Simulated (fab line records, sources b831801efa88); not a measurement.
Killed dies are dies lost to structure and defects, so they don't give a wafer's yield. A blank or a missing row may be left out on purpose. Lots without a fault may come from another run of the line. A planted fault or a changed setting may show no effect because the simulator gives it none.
fab line records | flow sky130 | part 2 of 2: steps 25 to 33 of 33
record lots=5 wafers=15 last_day=50
route steps=708 shown VIA3@584 METAL4@598 CAP2M@603
lots that met no fault: from a run of the same line without faults
start_h: hours from the record's first day to the start of the lot's first wafer shown | wait_h: hours since the lot's step before | " the same as in the row above | L1.1+2: a row that stands for several wafers | - no value, or no start given | * or withheld: withheld | < > ~ a bound
route shown NAME@n: a module of which the file shows steps, and the number in the route of the first | usual: mean/standard deviation of fault-free wafers | same: alike in all rows | chamber/n: place in a boat | sites: the reading at each site | _std_site: their standard deviation | _edge_site: outer sites' mean less inner sites' | radius_mm: how far each site lies from the wafer's centre | mask NAME#n: copy n | behind: the tool/chamber that last shaped the wafer | hold: why the lot was held/for how many hours/how that ended | device: the transistor (n, p or np) that didn't switch | end of line: the same wafers' tests at the end of the route | a step without rows: its recipe alone | killed: dies lost to structure and defects at the first sort, not the wafer's yield | map: a wafer's dies, x killed, . not, _ none there
set.NAME: the setting as run; set.NAME@STEP: as run at that earlier step | model.NAME: the simulator's own value behind a step, which no gauge read
lots at some steps of the route; a table a step, a row a wafer
services: from which hour (start_h, from the record's first day; less than 0 if before it) a tool's chamber was out of use, for how many hours, and why
## steps
# step SKY_CAP2M_DEHYDRATE_05
# recipe temp_c=200 time_s=60
# usual exhaust_pa=44.7/0.86 heater_power_total_W=160.38/0.12
# columns lot.wafer tool chamber start_h wait_h exhaust_pa heater_power_total_W
L075.2 litho_track-02 0 947.89 11.7 46.3 160.25
L075.3 " 0 " " 46.3 160.47
L075.4 " 0 " " 44.4 160.31
L079.1 litho_track-02 0 993.27 11.2 45.1 160.28
L079.2 " 0 " " 43.6 160.59
L079.4 " 0 " " 45.2 160.32
L087.1 litho_track-02 0 1036.22 10.8 44.8 160.51
L087.3 " 0 " " 44.7 160.52
L087.6 " 0 " " 43.9 160.33
L093.2 litho_track-04 0 1071.78 9.8 43.8 160.57
L093.5 " 0 " " 42.7 160.45
L093.6 " 0 " " 43.8 160.16
L094.1 litho_track-02 0 1083.57 10.0 44.4 160.19
L094.3 " 0 " " 45.4 160.59
L094.6 " 0 " " 43.8 160.31
# step SKY_CAP2M_HMDS_06
# recipe prime_time_s=60 prime_temp_c=120
# usual exhaust_pa=45.0/0.88
# columns lot.wafer tool chamber start_h wait_h exhaust_pa
L075.2 litho_track-02 0 948.04 0.1 43.8
L075.3 " 0 " " 44.9
L075.4 " 0 " " 44.2
L079.1 litho_track-02 0 993.42 0.1 45.4
L079.2 " 0 " " 46.2
L079.4 " 0 " " 45.6
L087.1 litho_track-02 0 1036.37 0.1 45.2
L087.3 " 0 " " 45.2
L087.6 " 0 " " 45.3
L093.2 litho_track-04 0 1071.93 0.1 46.4
L093.5 " 0 " " 46.2
L093.6 " 0 " " 46.4
L094.1 litho_track-02 0 1083.72 0.1 46.1
L094.3 " 0 " " 45.9
L094.6 " 0 " " 45.8
# step SKY_CAP2M_COAT_07
# recipe resist=NOVOLAK spin_rpm=3000 resist_thk_nm=1140
# usual dispense_pressure_kPa=47/3.4 exhaust_pa=45.2/0.87 spin_speed_rpm=2999.7/2.2
# columns lot.wafer tool chamber start_h wait_h dispense_pressure_kPa exhaust_pa spin_speed_rpm
L075.2 litho_track-02 0 948.19 0.1 47 46.6 2998.6
L075.3 " 0 " " 47 46.2 3002.7
L075.4 " 0 " " 47 46.4 3000.5
L079.1 litho_track-02 0 993.57 0.1 47 44.2 3001.8
L079.2 " 0 " " 47 46.0 3002.8
L079.4 " 0 " " 47 45.8 3001.6
L087.1 litho_track-02 0 1036.52 0.1 47 46.1 2996.9
L087.3 " 0 " " 47 43.3 2997.9
L087.6 " 0 " " 47 43.7 2997.7
L093.2 litho_track-04 0 1072.08 0.1 54 44.2 3000.6
L093.5 " 0 " " 54 44.4 2996.0
L093.6 " 0 " " 54 45.3 2998.2
L094.1 litho_track-02 0 1083.87 0.1 47 46.0 2999.2
L094.3 " 0 " " 47 45.5 3000.8
L094.6 " 0 " " 47 46.6 3001.6
# step SKY_CAP2M_SOFTBAKE_08
# recipe temp_c=90 time_s=60 resist=NOVOLAK
# usual exhaust_pa=44.9/0.92 heater_power_total_W=56.59/0.037
# columns lot.wafer tool chamber start_h wait_h exhaust_pa heater_power_total_W
L075.2 litho_track-02 0 948.34 0.1 44.6 56.61
L075.3 " 0 " " 45.2 56.61
L075.4 " 0 " " 45.2 56.54
L079.1 litho_track-02 0 993.72 0.1 44.5 56.51
L079.2 " 0 " " 44.4 56.59
L079.4 " 0 " " 44.8 56.52
L087.1 litho_track-02 0 1036.67 0.1 43.8 56.68
L087.3 " 0 " " 44.5 56.63
L087.6 " 0 " " 43.9 56.60
L093.2 litho_track-04 0 1072.23 0.1 45.1 56.56
L093.5 " 0 " " 47.0 56.63
L093.6 " 0 " " 45.1 56.58
L094.1 litho_track-02 0 1084.02 0.1 42.9 56.56
L094.3 " 0 " " 44.8 56.61
L094.6 " 0 " " 44.4 56.56
# step SKY_CAP2M_EXPOSE_09
# recipe mask_id=CAP2M na=0.6 source_shape=conventional sigma_outer=0.6 polarization=unpolarized target_cd_nm=1000 dose_mj=159
# same na=0.6
# columns lot.wafer tool chamber start_h wait_h mask
L075.2+3+4 iline_stepper-01 0 - - CAP2M#0
L079.1+2+4 iline_stepper-01 0 - - CAP2M#0
L087.1+3+6 iline_stepper-01 0 - - CAP2M#0
L093.2+5+6 iline_stepper-02 0 - - CAP2M#0
L094.1+3+6 iline_stepper-01 0 - - CAP2M#0
# step SKY_CAP2M_PEB_10
# recipe temp_c=withheld time_s=* resist=NOVOLAK
# usual exhaust_pa=45.0/0.86
# columns lot.wafer tool chamber start_h wait_h exhaust_pa
L075.2 litho_track-02 0 - - 45.4
L075.3 " 0 " " 45.3
L075.4 " 0 " " 44.9
L079.1 litho_track-02 0 - - 43.2
L079.2 " 0 " " 45.8
L079.4 " 0 " " 45.1
L087.1 litho_track-02 0 - - 44.3
L087.3 " 0 " " 44.6
L087.6 " 0 " " 44.9
L093.2 litho_track-02 0 - - 43.3
L093.5 " 0 " " 45.9
L093.6 " 0 " " 45.2
L094.1 litho_track-04 0 - - 45.3
L094.3 " 0 " " 44.8
L094.6 " 0 " " 45.1
# step SKY_CAP2M_DEVELOP_11
# recipe resist=NOVOLAK developer=TMAH develop_time_s=60 dev_temp_c=23
# usual exhaust_pa=45.0/0.76
# columns lot.wafer tool chamber start_h wait_h exhaust_pa
L075.2 litho_track-02 0 960.19 0.1 45.0
L075.3 " 0 " " 45.6
L075.4 " 0 " " 43.6
L079.1 litho_track-02 0 1004.82 0.1 44.2
L079.2 " 0 " " 43.7
L079.4 " 0 " " 44.8
L087.1 litho_track-02 0 1047.02 0.1 44.4
L087.3 " 0 " " 45.1
L087.6 " 0 " " 44.1
L093.2 litho_track-02 0 1082.79 0.1 43.9
L093.5 " 0 " " 44.5
L093.6 " 0 " " 44.7
L094.1 litho_track-04 0 1093.70 0.1 45.2
L094.3 " 0 " " 46.2
L094.6 " 0 " " 46.5
# step SKY_CAP2M_OVL_MEAS_12
# usual CAP2M_OVL=1.3/1.1
# columns lot.wafer tool chamber start_h wait_h CAP2M_OVL[nm]
L075.2 overlay-02 - 960.32 0.1 1.4
L075.3 " - " " 1.5
L075.4 " - " " -0.6
L079.1 overlay-02 - 1004.97 0.1 1.1
L079.2 " - " " 0.9
L079.4 " - " " 0.8
L087.1 overlay-02 - 1047.17 0.1 1.3
L087.3 " - " " 2.4
L087.6 " - " " 2.6
L093.2 overlay-01 - 1082.93 0.1 1.2
L093.5 " - " " 1.3
L093.6 " - " " 0.1
L094.1 overlay-01 - 1093.85 0.1 1.6
L094.3 " - " " 1.4
L094.6 " - " " -0.9
# step SKY_CAP2M_METAL_ETCH_13
# recipe target_depth_nm=220 stop_on=SiO2 chemistry=Cl2/BCl3 target=TiN pressure_mtorr=10 icp_w=900 bias_w=48.5 Cl2_flow_sccm=60 bcl3_flow_sccm=30 time_s=62.9
# usual drypump_motor_current_A=5.49/0.26 oes_product_au=0.938/0.0071 throttle_valve_pct=21.903/0.009
# columns lot.wafer tool chamber start_h wait_h drypump_motor_current_A oes_product_au rf_hours_counter_h throttle_valve_pct
L075.2 rie_metal-03 1 960.35 0.0 5.37 0.928 15 21.927
L075.3 " 1 " " 5.36 0.936 - 21.906
L075.4 " 0 " " 5.29 0.930 - 21.907
L079.1 rie_metal-01 0 1005.00 0.0 5.44 0.944 20 21.899
L079.2 " 1 " " 5.97 0.948 8 21.902
L079.4 " 1 " " 5.97 0.936 - 21.901
L087.1 rie_metal-04 0 1047.20 0.0 5.81 0.955 5 21.891
L087.3 " 1 " " 5.88 0.930 - 21.884
L087.6 " 1 " " 5.88 0.935 - 21.896
L093.2 rie_metal-03 0 1082.98 0.0 5.29 0.942 - 21.899
L093.5 " 0 " " 5.29 0.927 - 21.903
L093.6 " 0 " " 5.30 0.941 - 21.890
L094.1 rie_metal-01 1 1093.89 0.0 5.97 0.945 13 21.884
L094.3 " 1 " " 5.98 0.933 - 21.893
L094.6 " 0 " " 5.41 0.936 - 21.903
## services
# columns tool chamber start_h hours kind
cmp-01 - 912.27 4.0 pm
pvd_sputter-01 - 912.33 1.2 repair
pecvd-01 - 915.50 14.6 pm
cvd_w-01 - 918.00 14.6 pm
rie_metal-03 1 924.56 20.9 repair
pecvd-01 - 932.42 1.5 repair
rie_diel-02 2 937.56 4.8 repair
iline_stepper-01 - 941.24 2.2 repair
pvd_sputter-01 - 955.24 3.0 repair
rie_diel-02 - 963.04 0.2 repair
plasma_asher-03 - 976.59 0.5 repair
pvd_sputter-01 - 980.00 37.5 repair
cmp-01 - 982.13 6.0 pm
cvd_w-01 0 983.84 4.6 repair
cmp-01 - 991.32 1.5 repair
iline_stepper-01 - 1001.17 4.4 pm
wet_bench-03 - 1011.40 0.9 repair
pvd_sputter-04 - 1022.26 1.9 repair
cvd_w-01 1 1028.23 13.9 repair
cvd_w-01 - 1033.31 2.8 pm
iline_stepper-01 - 1041.88 1.7 pm
pvd_sputter-03 - 1045.19 1.1 repair
plasma_asher-03 - 1055.25 9.0 pm
wet_bench-03 - 1069.07 1.9 pm
